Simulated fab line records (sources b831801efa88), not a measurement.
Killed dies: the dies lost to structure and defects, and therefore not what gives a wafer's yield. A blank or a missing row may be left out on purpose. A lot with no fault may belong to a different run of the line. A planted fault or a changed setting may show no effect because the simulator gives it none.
What tool caused it?    flow sky130    10 lots with 30 wafers sampled at 5 steps, on a route of 708 steps

== WHAT EACH GAUGE READ, for each wafer ==
SKY_VIA3_THK_MEAS_01.
lot   measured      on             VIA3_HDPCVD_THK (nm)
L407  day 38 09:22  film_metro-03  1613 1648 1624
L408  day 38 19:28  film_metro-04  1658 1630 1639
L409  day 39 07:24  film_metro-02  1628 1625 1620
L410  day 40 01:16  film_metro-04  1642 1644 1647
L411  day 40 01:01  film_metro-04  1663 1677 1670
L412  day 40 10:33  film_metro-04  1620 1625 1642
L413  day 40 12:09  film_metro-03  1614 1651 1644
L415  day 41 05:57  film_metro-02  2168 2179 1624
L425  day 44 03:38  film_metro-04  1609 1610 1628
L430  day 45 06:35  film_metro-04  1653 1646 1644

== WHAT TOOL EACH LOT RAN ON (gives the tool, then ch and the chambers of the sampled wafers, and finally the start) ==
lot   SKY_METAL2_DESCUM_17               SKY_METAL3_SPUTTER_02         SKY_METAL3_STRIP_19                   SKY_VIA3_HDPCVD_00
L407  rie_metal-01 ch 0,1, day 34 23:16  pvd_sputter-02, day 36 04:31  plasma_asher-04 ch 0,1, day 38 08:34  hdpcvd-01 ch 0,1,2, day 38 09:12
L408  rie_metal-04 ch 0,1, day 35 08:40  pvd_sputter-02, day 36 14:07  plasma_asher-02 ch 0,1, day 38 18:43  hdpcvd-01 ch 0,1, day 38 19:18
L409  rie_metal-02 ch 0,1, day 35 21:34  pvd_sputter-04, day 37 02:08  plasma_asher-02 ch 0,1, day 39 06:37  hdpcvd-02 ch 0,2, day 39 07:13
L410  rie_metal-01 ch 0,1, day 36 16:31  pvd_sputter-04, day 37 21:11  plasma_asher-02 ch 0,1, day 40 00:31  hdpcvd-01 ch 1,2, day 40 01:05
L411  rie_metal-04 ch 0,1, day 36 16:52  pvd_sputter-02, day 37 21:30  plasma_asher-03 ch 0,1, day 40 00:16  hdpcvd-01 ch 0,1, day 40 00:49
L412  rie_metal-02 ch 0,1, day 37 02:34  pvd_sputter-03, day 38 07:08  plasma_asher-02 ch 0,1, day 40 09:47  hdpcvd-01 ch 0,1,2, day 40 10:23
L413  rie_metal-02 ch 0,1, day 37 05:14  pvd_sputter-03, day 38 09:50  plasma_asher-04 ch 0,1, day 40 11:24  hdpcvd-01 ch 0,2, day 40 11:58
L415  rie_metal-02 ch 0,1, day 37 21:42  pvd_sputter-02, day 39 02:35  plasma_asher-04 ch 0,1, day 41 05:11  hdpcvd-01 ch 1,2, day 41 05:46
L425  rie_metal-02 ch 0,1, day 41 00:28  pvd_sputter-04, day 42 02:55  plasma_asher-02 ch 0,1, day 44 02:51  hdpcvd-02 ch 1,2, day 44 03:26
L430  rie_metal-04 ch 0,1, day 42 04:43  pvd_sputter-02, day 43 07:22  plasma_asher-03 ch 0,1, day 45 05:47  hdpcvd-01 ch 1,2, day 45 06:25
- SKY_METAL2_DESCUM_17: chemistry O2, time 8 s.
- SKY_METAL3_SPUTTER_02: material AlCu, target thk 735 nm, time 39.1 s.
- SKY_METAL3_STRIP_19: strips in O2/N2.
- SKY_VIA3_HDPCVD_00: deposits SiO2, target thk 1635 nm, time 272.5 s.

== THE ANSWER, worked out from the rows above alone ==
Rule: usual is defined by the lots themselves. The widest of any qualifying gaps counts: lots, ordered by their means at a reading, are off when they make up no more than a third of the lots, leave a main group of 4 or more, and stand apart from it by 3 or more times the standard deviation of that group's means. If all means in a main group match to the digits the tables above print for the reading, that group is not used. Also off: a lot with no number at a reading for which 4 or more lots have one. All remaining lots with rows at the step are treated as sound.
Off: L415, seen at SKY_VIA3_THK_MEAS_01 (VIA3_HDPCVD_THK). Main group: mean 1638 nm, sd 15.
If a tool, at a process step before that reading, ran all the lots that are off and no sound lot after the first of them, it fits. Those tools and the gauges at SKY_VIA3_THK_MEAS_01 are tried in the same way. Can't be told from this: 2 tools fit, plasma_asher-04 at SKY_METAL3_STRIP_19, film_metro-02 at SKY_VIA3_THK_MEAS_01.

== WHAT THE SIMULATOR PUT IN ==
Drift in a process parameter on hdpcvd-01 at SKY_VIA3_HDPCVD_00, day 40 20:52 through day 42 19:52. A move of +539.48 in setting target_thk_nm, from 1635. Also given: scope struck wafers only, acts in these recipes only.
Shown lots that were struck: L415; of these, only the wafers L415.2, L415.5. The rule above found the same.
